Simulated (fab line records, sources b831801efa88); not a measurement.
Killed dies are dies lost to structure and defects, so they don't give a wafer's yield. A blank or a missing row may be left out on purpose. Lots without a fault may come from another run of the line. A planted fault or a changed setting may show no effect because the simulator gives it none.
Tool commonality check | flow sky130 | 12 lots, 36 wafers sampled

WHY IT WAS OPENED
At SKY_LI_CONTACT_THK_MEAS_01 the reading LI_CONTACT_HDPCVD_THK is flagged on 2 of 12 lots. Wafers without a fault read 931 nm, standard deviation 8.3.
Rule: a lot is flagged when every wafer of it that has a number lies more than 4 standard deviations from that mean, or none has a number. The other lots count as sound.

lot  | measured     | on            | LI_CONTACT_HDPCVD_THK (nm), wafer by wafer | flag
L413 | day 28 03:13 | film_metro-04 | 927 922 922                                |
L415 | day 29 06:51 | film_metro-03 | 929 916 932                                |
L417 | day 29 14:22 | film_metro-04 | 924 924 932                                |
L418 | day 29 21:28 | film_metro-03 | 924 931 930                                |
L419 | day 29 22:10 | film_metro-03 | 919 927 938                                |
L421 | day 31 06:56 | film_metro-03 | 937 926 944                                |
L423 | day 31 12:19 | film_metro-03 | 940 913 936                                |
L427 | day 33 04:09 | film_metro-04 | 751 757 765                                | FLAGGED
L429 | day 33 16:35 | film_metro-02 | 739 744 737                                | FLAGGED
L435 | day 36 14:08 | film_metro-02 | 931 924 922                                |
L436 | day 36 15:02 | film_metro-03 | 941 921 939                                |
L434 | day 36 17:40 | film_metro-02 | 925 940 933                                |
The numbers of the flagged lots are 749 nm on average: -182 nm against the usual, or -22 standard deviations.

WHICH TOOL RAN EACH LOT
The record holds 1 process step before the reading, out of a route of 708 steps. In each cell: the tool, then ch and the chambers that the sampled wafers went through, then the start.
lot  | flag    | SKY_LI_CONTACT_HDPCVD_00
L413 |         | hdpcvd-01 ch 0,1,2, day 28 03:06
L415 |         | hdpcvd-01 ch 0,2, day 29 06:44
L417 |         | hdpcvd-02 ch 0,1,2, day 29 14:15
L418 |         | hdpcvd-02 ch 0,1, day 29 21:22
L419 |         | hdpcvd-01 ch 0,1, day 29 22:03
L421 |         | hdpcvd-02 ch 0,1,2, day 31 06:51
L423 |         | hdpcvd-02 ch 0,1,2, day 31 12:13
L427 | FLAGGED | hdpcvd-02 ch 0,1,2, day 33 04:02
L429 | FLAGGED | hdpcvd-02 ch 0,1,2, day 33 16:27
L435 |         | hdpcvd-01 ch 0,1,2, day 36 14:02
L436 |         | hdpcvd-02 ch 0,1, day 36 14:56
L434 |         | hdpcvd-02 ch 0,1, day 36 17:33
What these steps do:
- SKY_LI_CONTACT_HDPCVD_00: deposits PSG, target thk 930 nm, time 155 s.
- SKY_LI_CONTACT_THK_MEAS_01

FLAGGED OVER TOTAL, TOOL BY TOOL (the gauges that took the reading come last)
step                       | tool          | lots run | flagged | share of the flagged lots | sound lots run after its first flagged lot
SKY_LI_CONTACT_HDPCVD_00   | hdpcvd-01     | 4        | 0       | none                      | -
SKY_LI_CONTACT_HDPCVD_00   | hdpcvd-02     | 8        | 2       | all                       | 2 (L436,L434)
SKY_LI_CONTACT_THK_MEAS_01 | film_metro-02 | 3        | 1       | some                      | 2 (L435,L434)
SKY_LI_CONTACT_THK_MEAS_01 | film_metro-03 | 6        | 0       | none                      | -
SKY_LI_CONTACT_THK_MEAS_01 | film_metro-04 | 3        | 1       | some                      | 0

WHAT THE TABLE ALLOWS
1 row of the table ran every flagged lot: hdpcvd-02 at SKY_LI_CONTACT_HDPCVD_00.
- hdpcvd-02 at SKY_LI_CONTACT_HDPCVD_00: 2 of its 8 lots flagged. Sound lots ran on it after the first flagged one (L436, L434), which a lasting fault on the whole tool wouldn't allow. Its own readings lie more than 4 standard deviations out on every wafer of the flagged lots: sih4_flow_sccm.
No row of the table ran every flagged lot and no sound lot after the first.

WHAT THE SIMULATOR HAD PUT IN
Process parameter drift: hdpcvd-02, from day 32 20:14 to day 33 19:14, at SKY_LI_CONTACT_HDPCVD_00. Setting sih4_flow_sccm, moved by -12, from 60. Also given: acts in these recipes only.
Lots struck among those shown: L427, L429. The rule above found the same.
